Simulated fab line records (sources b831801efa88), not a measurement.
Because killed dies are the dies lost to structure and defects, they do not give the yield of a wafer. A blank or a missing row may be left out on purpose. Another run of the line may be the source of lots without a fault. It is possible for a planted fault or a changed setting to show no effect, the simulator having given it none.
Chamber matching ; flow sky130 ; SKY_FIELD_ISO_ETCH_17 on rie_si-01 has 4 sister chambers
The step etches Si in HBr/Cl2/O2, target depth 342 nm, time 97.7 s. 8 wafers are shown with their chamber, then 8 later ones without.

WAFERS WITH THEIR CHAMBER
wafer;chamber;drypump_motor_current_A (A);he_backside_leak_sccm (sccm)
L338.1;2;5.0;2.57
L341.6;2;5.0;2.89
L343.3;3;6.7;3.22
L343.4;1;5.5;2.80
L345.3;1;5.5;2.76
L345.5;0;5.7;2.55
L345.6;3;6.6;3.12
L346.2;0;5.7;2.56

WAFERS WITH NO CHAMBER GIVEN
wafer;drypump_motor_current_A (A);he_backside_leak_sccm (sccm)
L346.4;6.7;2.82
L346.5;5.0;2.79
L347.4;5.0;2.79
L347.5;5.0;2.69
L347.6;5.5;2.52
L348.1;5.5;2.47
L348.5;5.7;2.59
L348.6;6.7;3.09

THE CHAMBER EACH PASSED THROUGH
wafer;from the rows above;in truth
L346.4;3;3
L346.5;2;2
L347.4;2;2
L347.5;2;2
L347.6;1;1
L348.1;1;1
L348.5;0;0
L348.6;3;3
Correctly placed: 8 of 8. From these rows, 0 cannot be placed. Number placed wrongly: 0.
How it was worked out, from the rows above alone: a wafer's distance from a chamber is the root of the sum, over the readings, of the square of ((its reading less the chamber's mean) divided by the reading's scatter). The wafer belongs to the nearest chamber; if the next one is less than 2 further off, it can't be placed. For every chamber, the mean is computed from those of its wafers that are shown. The scatter: the root of (the sum of the squares of (reading less its chamber's mean) over the shown wafers, divided by (wafers less chambers)).
